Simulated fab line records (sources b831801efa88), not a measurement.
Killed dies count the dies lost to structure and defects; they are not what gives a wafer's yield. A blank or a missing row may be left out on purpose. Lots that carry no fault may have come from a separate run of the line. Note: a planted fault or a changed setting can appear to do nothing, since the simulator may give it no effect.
Which tool did it? + flow sky130 + route of 708 steps, sampled at 1 step: 14 lots, 42 wafers

== WHAT THE GAUGES SHOWED, per wafer ==
SKY_VIA4_BOW_MEAS_03. Usual: VIA4_BOW typically reads 79 um, with standard deviation 9.2.
| lot  | measured     | on           | VIA4_BOW (um) | flag |
|------|--------------|--------------|---------------|------|
| L968 | day 43 04:25 | filmMetro-01 | 80 78 75      |      |
| L969 | day 43 08:30 | filmMetro-04 | 82 75 76      |      |
| L970 | day 43 16:19 | filmMetro-01 | 92 93 78      |      |
| L971 | day 43 23:37 | filmMetro-01 | 81 96 101     |      |
| L976 | day 45 10:45 | filmMetro-03 | 81 83 77      |      |
| L978 | day 46 00:22 | filmMetro-03 | 93 91 85      |      |
| L979 | day 46 04:35 | filmMetro-04 | 74 76 72      |      |
| L981 | day 47 07:30 | filmMetro-04 | 95 89 77      |      |
| L982 | day 47 07:48 | filmMetro-04 | 55 64 51      |      |
| L983 | day 47 08:35 | filmMetro-01 | 62 65 55      |      |
| L984 | day 47 08:52 | filmMetro-01 | 72 76 85      |      |
| L985 | day 47 14:22 | filmMetro-04 | 84 78 82      |      |
| L986 | day 47 16:23 | filmMetro-01 | 99 84 75      |      |
| L987 | day 48 02:46 | filmMetro-04 | 75 85 89      |      |

== WHAT TOOL EACH LOT RAN ON (gives the tool, then ch and the chambers of the sampled wafers, and finally the start) ==
Record: no process step prior to these readings.

== AS READ BY THE TOOLS THEMSELVES (means over the sampled wafers that have a number; for cases with no such wafer, the mark the record gives instead) ==
The record holds no such reading with a usual standard deviation.

== THE ANSWER, worked out from the rows above alone ==
Rule: take the mean of a lot's wafers that have a number; if it is more than 3 standard deviations from the usual mean, the lot is off. A lot without any number at a reading at which 4 lots or more have one is off too. Any other lot the step has rows for is counted as sound. After the gauges, taken in route order, come the tools' own readings; for these a lot's mean is taken, as printed above. The first step at which some lot is off is used, and at that step the reading that is off furthest; a lot without a number counts as furthest.
Nothing can be told from this: no lot is off at any reading shown.

== WHAT THE SIMULATOR HAD INSERTED ==
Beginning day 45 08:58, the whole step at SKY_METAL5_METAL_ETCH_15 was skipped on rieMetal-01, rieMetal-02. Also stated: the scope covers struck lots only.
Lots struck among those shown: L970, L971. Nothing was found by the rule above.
